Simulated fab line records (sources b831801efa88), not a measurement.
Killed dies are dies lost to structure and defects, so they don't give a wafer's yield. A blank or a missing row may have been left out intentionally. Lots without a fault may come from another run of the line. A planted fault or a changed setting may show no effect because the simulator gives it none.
fab line records	flow sky130
record: lots: 12	wafers: 36	lastDay: 49
route steps=708 shown PWDE@53 SD_N@349 LI_CONTACT@365
lots with no fault: from the same line, run without faults
startH: the number of hours between the record's first day and the start of the first shown wafer of the lot	waitH: hours since the lot's step before	" repeats the value in the row above	L1.1+2: a single row standing in for several wafers	- either no value or no given start	* or withheld: withheld	< > ~ a bound
route shown NAME@n: NAME is a module with steps in the file, n the number in the route of the first one	usual: mean/standard deviation of fault-free wafers	same: alike in all rows	chamber/n: place in a boat	sites: per-site readings	_std_site: their standard deviation	_edge_site: mean of outer sites minus mean of inner sites	radiusMm: for every site, how far away it sits from the centre of the wafer	mask NAME#n: copy n	behind: the most recent tool/chamber to have shaped the wafer	hold: why the lot was held/for how many hours/how that ended	device: whichever transistor did not switch (one of n, p or np)	end of line: tests run on the same wafers once the route is complete	for a step that has no rows: nothing shown but its recipe	killed: not the wafer's yield, but the dies lost to structure and defects at the first sort	map: dies across one wafer; x = killed, . = not, _ = none there
set.NAME: the setting that was run; set.NAME@STEP: the one run at that earlier step	model.NAME: the simulator's own value behind a step, which no gauge read
steps of the route over a sample of lots; a table a step, a row a wafer
services: when a tool's chamber went out of use (startH, in hours from the record's first day, below 0 if earlier), for how many hours, and the reason
== steps ==
step: SKY_PWDE_IMPLANT_08
recipe: species: B	energyKev: 150	doseCm2: 3.6e+12	tiltDeg: withheld
usual: beamOnS: 10.00/0.2	doseIonsCm2: 3.6e+12/3.5e+09	endStationPressureTorr: 5.01e-06/2.3e-07
lot.wafer	tool	chamber	startH	waitH	beamOnS	doseIonsCm2	endStationPressureTorr
L147.3	implanter-03	0	74.79	0.1	9.80	3.602e+12	4.95e-06
L147.4	"	0	"	"	10.25	3.601e+12	5.46e-06
L147.5	"	0	"	"	10.10	3.602e+12	4.74e-06
L148.1	implanter-02	0	82.75	0.0	10.16	3.603e+12	4.66e-06
L148.3	"	0	"	"	9.94	3.601e+12	4.87e-06
L148.4	"	0	"	"	10.01	3.601e+12	5.21e-06
L153.1	implanter-02	0	126.25	0.0	9.86	3.602e+12	5.01e-06
L153.4	"	0	"	"	10.14	3.595e+12	4.86e-06
L153.6	"	0	"	"	10.34	3.598e+12	5.08e-06
L155.2	implanter-02	0	127.92	0.0	10.18	3.605e+12	4.73e-06
L155.3	"	0	"	"	10.45	3.603e+12	4.98e-06
L155.6	"	0	"	"	10.09	3.598e+12	5.09e-06
L154.1	implanter-04	0	128.54	0.0	9.81	3.598e+12	4.81e-06
L154.3	"	0	"	"	9.93	3.599e+12	4.87e-06
L154.5	"	0	"	"	9.93	3.595e+12	4.93e-06
L156.1	implanter-04	0	128.89	0.0	9.80	3.591e+12	5.17e-06
L156.4	"	0	"	"	10.30	3.599e+12	4.93e-06
L156.6	"	0	"	"	10.02	3.599e+12	4.88e-06
L157.2	implanter-04	0	137.07	0.0	9.76	3.596e+12	5.17e-06
L157.3	"	0	"	"	9.92	3.6e+12	5.11e-06
L157.6	"	0	"	"	9.64	3.599e+12	4.82e-06
L158.3	implanter-04	0	139.89	0.1	10.30	3.61e+12	5e-06
L158.4	"	0	"	"	10.48	3.602e+12	4.73e-06
L158.6	"	0	"	"	9.91	3.602e+12	5.05e-06
L160.4	implanter-04	0	151.12	0.1	9.88	3.599e+12	5.18e-06
L160.5	"	0	"	"	9.99	3.606e+12	5.21e-06
L160.6	"	0	"	"	10.07	3.596e+12	5.33e-06
L160.4	implanter-04	0	151.44	0.3	9.92	3.6e+12	4.74e-06
L160.5	"	0	"	"	10.06	3.602e+12	5.17e-06
L160.6	"	0	"	"	10.24	3.6e+12	4.87e-06
L161.1	implanter-04	0	158.35	0.0	9.97	3.59e+12	4.79e-06
L161.3	"	0	"	"	9.93	3.597e+12	4.85e-06
L161.5	"	0	"	"	9.91	3.593e+12	5.1e-06
L161.1	implanter-04	0	158.67	0.3	10.21	3.598e+12	4.83e-06
L161.3	"	0	"	"	10.00	3.602e+12	4.95e-06
L161.5	"	0	"	"	10.04	3.599e+12	5.2e-06
L162.1	implanter-04	0	162.89	0.0	10.08	3.603e+12	4.84e-06
L162.2	"	0	"	"	10.08	3.6e+12	5.19e-06
L162.5	"	0	"	"	9.75	3.601e+12	5.11e-06
L162.1	implanter-04	0	163.21	0.3	10.23	3.6e+12	4.89e-06
L162.2	"	0	"	"	10.10	3.597e+12	4.6e-06
L162.5	"	0	"	"	10.29	3.604e+12	4.72e-06
L163.2	implanter-04	0	172.29	0.1	10.05	3.603e+12	5.16e-06
L163.3	"	0	"	"	9.97	3.602e+12	4.78e-06
L163.6	"	0	"	"	10.06	3.603e+12	4.97e-06
step: SKY_PWDE_TW_MEAS_10
usual: PWDE_TW: 371.7/2
lot.wafer	tool	chamber	startH	waitH	PWDE_TW
L147.3	filmMetro-04	-	75.01	0.1	372.9
L147.4	"	-	"	"	373.9
L147.5	"	-	"	"	372.8
L148.1	filmMetro-04	-	83.00	0.1	372.0
L148.3	"	-	"	"	372.1
L148.4	"	-	"	"	369.9
L153.1	filmMetro-02	-	126.50	0.1	372.3
L153.4	"	-	"	"	373.5
L153.6	"	-	"	"	374.1
L155.2	filmMetro-04	-	128.16	0.1	369.3
L155.3	"	-	"	"	367.4
L155.6	"	-	"	"	368.9
L154.1	filmMetro-02	-	128.79	0.1	375.6
L154.3	"	-	"	"	374.5
L154.5	"	-	"	"	375.6
L156.1	filmMetro-04	-	129.14	0.1	371.3
L156.4	"	-	"	"	368.0
L156.6	"	-	"	"	371.6
L157.2	filmMetro-04	-	137.31	0.1	371.7
L157.3	"	-	"	"	370.8
L157.6	"	-	"	"	371.2
L158.3	filmMetro-02	-	140.11	0.1	375.4
L158.4	"	-	"	"	375.5
L158.6	"	-	"	"	373.2
L160.4	filmMetro-04	-	151.65	0.1	455.9
L160.5	"	-	"	"	459.7
L160.6	"	-	"	"	458.0
L161.1	filmMetro-04	-	158.92	0.1	454.9
L161.3	"	-	"	"	456.3
L161.5	"	-	"	"	456.8
L162.1	filmMetro-04	-	163.46	0.1	456.0
L162.2	"	-	"	"	456.2
L162.5	"	-	"	"	457.6
L163.2	filmMetro-02	-	172.53	0.1	372.9
L163.3	"	-	"	"	372.8
L163.6	"	-	"	"	372.7
step: SKY_NWELL_RS_MEAS_31
recipe: thkMeasGauge: four-point-probe
usual: PWDE_RS: 5268/19
lot.wafer	tool	chamber	startH	waitH	PWDE_RS[ohm/sq]
L147.3	filmMetro-02	-	111.14	0.1	5258
L147.4	"	-	"	"	5249
L147.5	"	-	"	"	5259
L148.1	filmMetro-01	-	117.99	0.1	5264
L148.3	"	-	"	"	5251
L148.4	"	-	"	"	5266
L153.1	filmMetro-01	-	166.25	0.1	5288
L153.4	"	-	"	"	5278
L153.6	"	-	"	"	5288
L155.2	filmMetro-02	-	168.22	0.1	5262
L155.3	"	-	"	"	5282
L155.6	"	-	"	"	5267
L154.1	filmMetro-01	-	168.54	0.1	5243
L154.3	"	-	"	"	5240
L154.5	"	-	"	"	5253
L156.1	filmMetro-04	-	168.60	0.1	5283
L156.4	"	-	"	"	5266
L156.6	"	-	"	"	5274
L157.2	filmMetro-01	-	178.12	0.1	5250
L157.3	"	-	"	"	5246
L157.6	"	-	"	"	5255
L158.3	filmMetro-01	-	180.94	0.1	5271
L158.4	"	-	"	"	5262
L158.6	"	-	"	"	5250
L160.4	filmMetro-02	-	192.30	0.1	3103
L160.5	"	-	"	"	3104
L160.6	"	-	"	"	3106
L161.1	filmMetro-02	-	200.45	0.1	3119
L161.3	"	-	"	"	3125
L161.5	"	-	"	"	3123
L162.1	filmMetro-04	-	204.50	0.1	3124
L162.2	"	-	"	"	3112
L162.5	"	-	"	"	3110
L163.2	filmMetro-04	-	215.17	0.1	5284
L163.3	"	-	"	"	5257
L163.6	"	-	"	"	5248
step: SKY_SD_N_CD_MEAS_07
recipe: targetCdNm: 380
usual: cdNm: 380.7/2.8
lot.wafer	tool	chamber	startH	waitH	cdNm
L147.3	cdSem-02	-	653.90	0.1	387.5
L147.4	"	-	"	"	381.8
L147.5	"	-	"	"	386.5
L148.1	cdSem-02	-	661.70	0.1	383.5
L148.3	"	-	"	"	381.3
L148.4	"	-	"	"	382.5
L153.1	cdSem-02	-	726.33	0.1	377.9
L153.4	"	-	"	"	378.2
L153.6	"	-	"	"	376.6
L156.1	cdSem-02	-	734.31	0.1	379.9
L156.4	"	-	"	"	377.6
L156.6	"	-	"	"	378.3
L155.2	cdSem-02	-	740.88	0.1	381.3
L155.3	"	-	"	"	379.1
L155.6	"	-	"	"	380.5
L154.1	cdSem-02	-	742.11	0.1	382.6
L154.3	"	-	"	"	383.2
L154.5	"	-	"	"	383.7
L157.2	cdSem-01	-	749.43	0.1	382.2
L157.3	"	-	"	"	381.8
L157.6	"	-	"	"	380.8
L158.3	cdSem-02	-	751.05	0.1	379.4
L158.4	"	-	"	"	380.1
L158.6	"	-	"	"	380.8
L160.4	cdSem-02	-	767.51	0.1	381.3
L160.5	"	-	"	"	381.1
L160.6	"	-	"	"	380.8
L161.1	cdSem-02	-	774.45	0.1	378.0
L161.3	"	-	"	"	379.4
L161.5	"	-	"	"	379.5
L162.1	cdSem-02	-	777.91	0.1	381.8
L162.2	"	-	"	"	383.9
L162.5	"	-	"	"	380.3
L163.2	cdSem-01	-	797.72	0.1	380.1
L163.3	"	-	"	"	383.8
L163.6	"	-	"	"	382.4
step: SKY_LI_CONTACT_BOW_MEAS_03
recipe: mode: bow
usual: LI_CONTACT_BOW: 55/7.2
lot.wafer	tool	chamber	startH	waitH	LI_CONTACT_BOW[um]
L147.3	filmMetro-01	-	655.59	0.2	46
L147.4	"	-	"	"	49
L147.5	"	-	"	"	73
L148.1	filmMetro-01	-	663.38	0.1	44
L148.3	"	-	"	"	50
L148.4	"	-	"	"	57
L153.1	filmMetro-03	-	728.02	0.2	45
L153.4	"	-	"	"	59
L153.6	"	-	"	"	63
L156.1	filmMetro-02	-	735.99	0.2	46
L156.4	"	-	"	"	46
L156.6	"	-	"	"	43
L155.2	filmMetro-03	-	742.56	0.1	60
L155.3	"	-	"	"	60
L155.6	"	-	"	"	63
L154.1	filmMetro-03	-	743.79	0.1	65
L154.3	"	-	"	"	52
L154.5	"	-	"	"	56
L157.2	filmMetro-01	-	751.11	0.2	53
L157.3	"	-	"	"	53
L157.6	"	-	"	"	54
L158.3	filmMetro-01	-	752.73	0.3	58
L158.4	"	-	"	"	54
L158.6	"	-	"	"	61
L160.4	filmMetro-01	-	769.20	0.2	57
L160.5	"	-	"	"	52
L160.6	"	-	"	"	60
L161.1	filmMetro-02	-	776.16	0.1	41
L161.3	"	-	"	"	58
L161.5	"	-	"	"	45
L162.1	filmMetro-03	-	779.64	0.2	58
L162.2	"	-	"	"	67
L162.5	"	-	"	"	68
L163.2	filmMetro-01	-	799.40	0.1	56
L163.3	"	-	"	"	52
L163.6	"	-	"	"	44
step: SKY_LI_CONTACT_CVD_21
recipe: material: W	targetThkNm: 400	timeS: 120.56	tempC: 400	pressureTorr: 40
usual: heaterPowerW: 825/41
lot.wafer	tool	chamber	startH	waitH	heaterPowerW
L147.3	cvdW-01	1	684.62	0.1	790
L147.4	"	0	"	"	898
L147.5	"	0	"	"	885
L148.1	cvdW-02	0	692.16	0.0	813
L148.3	"	0	"	"	820
L148.4	"	1	"	"	807
L153.1	cvdW-01	1	756.44	0.0	774
L153.4	"	0	"	"	879
L153.6	"	0	"	"	911
L156.1	cvdW-02	1	764.29	0.0	807
L156.4	"	1	"	"	813
L156.6	"	0	"	"	815
L155.2	cvdW-01	1	771.02	0.0	781
L155.3	"	1	"	"	788
L155.6	"	1	"	"	766
L154.1	cvdW-02	0	772.64	0.0	848
L154.3	"	0	"	"	824
L154.5	"	0	"	"	830
L157.2	cvdW-01	0	779.58	0.0	909
L157.3	"	0	"	"	879
L157.6	"	0	"	"	891
L158.3	cvdW-01	1	781.37	0.1	801
L158.4	"	0	"	"	883
L158.6	"	1	"	"	784
L160.4	cvdW-02	1	797.04	0.2	792
L160.5	"	1	"	"	803
L160.6	"	1	"	"	826
L161.1	cvdW-02	0	803.67	0.0	829
L161.3	"	1	"	"	804
L161.5	"	0	"	"	828
L162.1	cvdW-02	0	807.33	0.0	820
L162.2	"	1	"	"	807
L162.5	"	0	"	"	823
L163.2	cvdW-01	0	826.33	0.0	920
L163.3	"	0	"	"	904
L163.6	"	0	"	"	884
== services ==
tool	chamber	startH	hours	kind
implanter-04	-	57.81	3.2	pm
cvdW-01	1	99.37	16.0	repair
implanter-04	-	116.66	2.1	repair
cvdW-01	0	183.76	12.3	repair
implanter-04	-	209.71	3.3	repair
cvdW-01	0	253.81	10.4	repair
cvdW-01	0	343.18	6.3	repair
implanter-04	-	346.58	8.9	repair
cvdW-01	-	390.00	14.0	pm
cvdW-02	1	400.95	4.5	repair
cvdW-02	-	402.09	1.5	repair
cvdW-01	-	453.55	0.6	repair
implanter-04	-	462.42	2.4	repair
cvdW-01	-	481.91	28.1	pm
cvdW-02	-	490.99	0.4	repair
implanter-04	-	540.04	0.6	repair
implanter-04	-	543.21	3.2	pm
cvdW-01	-	572.01	2.8	pm
cvdW-02	-	599.16	6.9	pm
implanter-04	-	647.03	1.6	repair
implanter-04	-	675.71	2.1	repair
cvdW-01	-	713.49	6.9	pm
cvdW-01	-	722.55	2.5	repair
cvdW-02	0	738.60	2.5	repair
== key ==
firstSign: step: SKY_PWDE_IMPLANT_08	reading: visit	direction: added
effect: step: SKY_PWDE_TW_MEAS_10	reading: PWDE_TW	direction: up	sigmas: 42	usual: 371.7	struck: 456.8
effect: step: SKY_NWELL_RS_MEAS_31	reading: PWDE_RS	direction: down	sigmas: 99+	usual: 5268	struck: 3114
metAt SKY_PWDE_IMPLANT_08
struckLots L160,L161,L162
testerLeftOut L160,L161,L162
notActingAt SKY_SD_N_CD_MEAS_07,SKY_LI_CONTACT_BOW_MEAS_03,SKY_LI_CONTACT_CVD_21
fault: kind: repeatedStepWhole	tool: implanter-02,implanter-03,implanter-04	chamber: -	onsetH: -	steps: SKY_PWDE_IMPLANT_08	times: 1	scope: struckLotsOnly
testerLeftOut: of these lots the tester's yield and bins aren't shown, on N5 and GAA mostly nor the transistor test; their killed dies are dies lost to structure and defects alone, not to doping, threshold or leakage, so they don't give the yield
